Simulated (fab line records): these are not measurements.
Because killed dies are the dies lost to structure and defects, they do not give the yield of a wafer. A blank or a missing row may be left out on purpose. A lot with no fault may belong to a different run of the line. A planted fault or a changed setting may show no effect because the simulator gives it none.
The same fault as seen by 2 desks ; flow sky130 ; each desk has only its own numbers; what lay behind them comes last

== FOR THE TOOL OWNER'S DESK: litho track-01 ==
The tool's own readings at SKY_LOCAL_INTERCONNECT_COAT_05 (resist thk 60 nm): means of the sampled wafers that have a number, for each lot that ran on this tool. Any lot whose mean is over 4 standard deviations away from the usual mean is out of limits and marked OUT; that distance is given in the brackets.
Columns: A = spin speed rpm at SKY_LOCAL_INTERCONNECT_COAT_05, usual 2999.9 rpm
lot;first seen here;A
L727;day 30 06:57;2999.5
L733;day 32 19:42;3074.5 (+39) OUT
L734;day 33 18:00;3073.3 (+39) OUT
L736;day 34 03:43;3075.3 (+40) OUT
L746;day 36 14:48;2998.5
L747;day 36 23:28;3001.4
Finding of this desk: L733, L734, L736 out of limits; the first was L733 at day 32 19:42, on spin speed rpm at SKY_LOCAL_INTERCONNECT_COAT_05. Within limits: L727, L746, L747.

== METROLOGY DESK ==
Means of the sampled wafers that have a number, per lot and without regard to the tool the lot ran on: this is what the gauges read. Any lot whose mean is over 4 standard deviations away from the usual mean is out of limits and marked OUT; that distance is given in the brackets.
Columns: A = SPACER_CVD_00_THK at SKY_SPACER_THK_MEAS_01, usual 42.9 nm; B = SD_N_OVL at SKY_SD_N_OVL_MEAS_08, usual -0.9 nm; C = LOCAL_INTERCONNECT_OVL at SKY_LOCAL_INTERCONNECT_OVL_MEAS_12, usual 2 nm
lot;first seen here;A;B;C
L726;day 23 10:25;42.9;0.3;3
L727;day 23 10:25;43.0;-1.7;4
L728;day 24 13:42;43.1;0.7;4
L733;day 26 05:30;42.7;-0.8;-1
L734;day 27 05:16;43.6;0.5;-2
L738;day 27 16:11;43.2;-0.7;2
L736;day 27 16:12;43.5;-0.7;1
L742;day 29 00:12;42.6;-0.9;2
L743;day 29 02:44;42.6;-1.0;3
L744;day 29 20:08;42.4;-2.1;3
L745;day 30 02:25;43.0;-0.3;6
L746;day 30 09:41;42.7;1.2;-1
L747;day 30 17:55;43.1;-0.2;5
L748;day 30 19:09;42.7;-0.1;5
This desk's verdict: no lot among the 14 shows anything out of limits.

== TAKEN TOGETHER ==
At day 32 19:42, on L733, L734, L736, the tool owner's desk was in a position to raise an alarm.
Metrology desk: nothing out of limits seen.
The metrology desk holds a record of L733, L734, L736, inside its limits.
The lots listed all ran SKY_LOCAL_INTERCONNECT_COAT_05 on litho track-01.

== WHAT THE SIMULATOR HAD INSERTED ==
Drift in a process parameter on litho track-01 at SKY_LOCAL_INTERCONNECT_COAT_05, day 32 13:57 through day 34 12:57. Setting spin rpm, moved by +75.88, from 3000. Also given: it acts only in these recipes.
Struck lots among those shown: L733, L734, L736.
Time in hours from fault onset to the first out-of-limits reading at each desk: the tool owner's desk, 6.
